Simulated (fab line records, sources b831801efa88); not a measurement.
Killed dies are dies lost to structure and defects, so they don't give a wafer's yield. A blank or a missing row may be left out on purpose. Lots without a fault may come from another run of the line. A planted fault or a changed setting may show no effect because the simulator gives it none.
A struck lot beside a sound one | flow sfq_line | 13 steps out of a route of 325
Sound: wafers L324.2, L324.3, L324.5. Struck: wafers L313.2, L313.3, L313.6. The cause comes at the end.
At each step with rows: each side's tool, then ch and its chambers, then its first start. Under that, the readings that differ: sound wafers | struck wafers | difference of the means | sigmas: that difference in standard deviations of wafers without a fault.
alike: readings whose means differ by less than 2 such deviations, and words and numbers that are the same on both sides. not compared: withheld readings, readings that some wafer has no value for, bounds like >300 that may hide the same value, and numbers for which the record gives no deviation and whose values overlap.
The two part at a step that has a row with sigmas, a row that says differs or no value, or rows on one side only. Numbers that don't overlap but have no deviation are shown without sigmas and don't part them. A reading that every wafer of one side lacks parts them only if that side has two wafers or more.

SFQ_TRILAYER_I0_VIA_BARC_OPEN_VIA_ETCH_046: etches BARC in O2, target depth 125 nm, time 41.7 s.
  sound on rie_diel-01 ch 0,2,3, day 25 10:28; struck on rie_diel-01 ch 1,2,3, day 21 06:29
  alike: drypump_motor_current_A, oes_product_au
  not compared: rf_hours_counter_h
SFQ_TRILAYER_I0_VIA_ETCH_VIA_ETCH_034: etches SiO2 in CHF3, stops on Nb, target depth 260 nm.
  sound on rie_diel-01 ch 0,2,3, day 25 10:30; struck on rie_diel-01 ch 1,2,3, day 21 06:31
  alike: drypump_motor_current_A, oes_product_au
SFQ_TRILAYER_I0_VIA_STRIP_STRIP_035: strips in O2.
  sound on rie_metal-02 ch 0, day 25 10:49; struck on rie_metal-02 ch 0,1, day 21 06:38
  alike: drypump_motor_current_A, oes_product_au
  not compared: rf_hours_counter_h
then, 2 steps without rows for these wafers: SFQ_TRILAYER_I0_VIA_STRIP_SOLV_CLEAN_036 (cleans in NMP, time 600 s); SFQ_TRILAYER_M1_DEP_PRE_CLEAN_038 (time 22.5 s).
SFQ_TRILAYER_M1_DEP_SPUTTER_037: material Nb, target thk 200 nm, time 133.3 s.
  sound on pvd_sputter-03, day 25 12:01; struck on pvd_sputter-03, day 21 07:26
  alike: chamber_pressure_pa, throttle_valve_pct
SFQ_M1_RS_MEAS_909: measures by four-point-probe.
  sound on film_metro-04, day 25 12:08; struck on film_metro-03, day 21 07:33
  alike: M1_NB_RS
then, 4 steps without rows for these wafers: SFQ_TRILAYER_M1_LITHO_COAT_044 (resist thk 62 nm); SFQ_TRILAYER_M1_LITHO_COAT_039 (resist thk 600 nm); SFQ_TRILAYER_M1_LITHO_SOFTBAKE_043; SFQ_TRILAYER_M1_LITHO_EXPOSE_040 (exposes mask M1, target cd 500 nm).
-- the record jumps here: 7 days lie between the struck wafers' starts before and after --
SFQ_TRILAYER_M1_LITHO_PEB_042: peb time 60 s.
  sound on litho_track-04 ch 0, day 32 07:29; struck on litho_track-02, day 28 01:29
  no value came back on the struck wafers for chill_plate_temp_C (C), exhaust_pa (Pa), plate_temp_C (C); on the sound wafers chill_plate_temp_C (C) reads 23.10 23.09 23.05
then, 1 step without rows for these wafers: SFQ_TRILAYER_M1_LITHO_DEVELOP_041 (time 60 s).

WHERE THEY PART
Only at SFQ_TRILAYER_M1_LITHO_PEB_042, within this record.

WHY: what the simulator had put in
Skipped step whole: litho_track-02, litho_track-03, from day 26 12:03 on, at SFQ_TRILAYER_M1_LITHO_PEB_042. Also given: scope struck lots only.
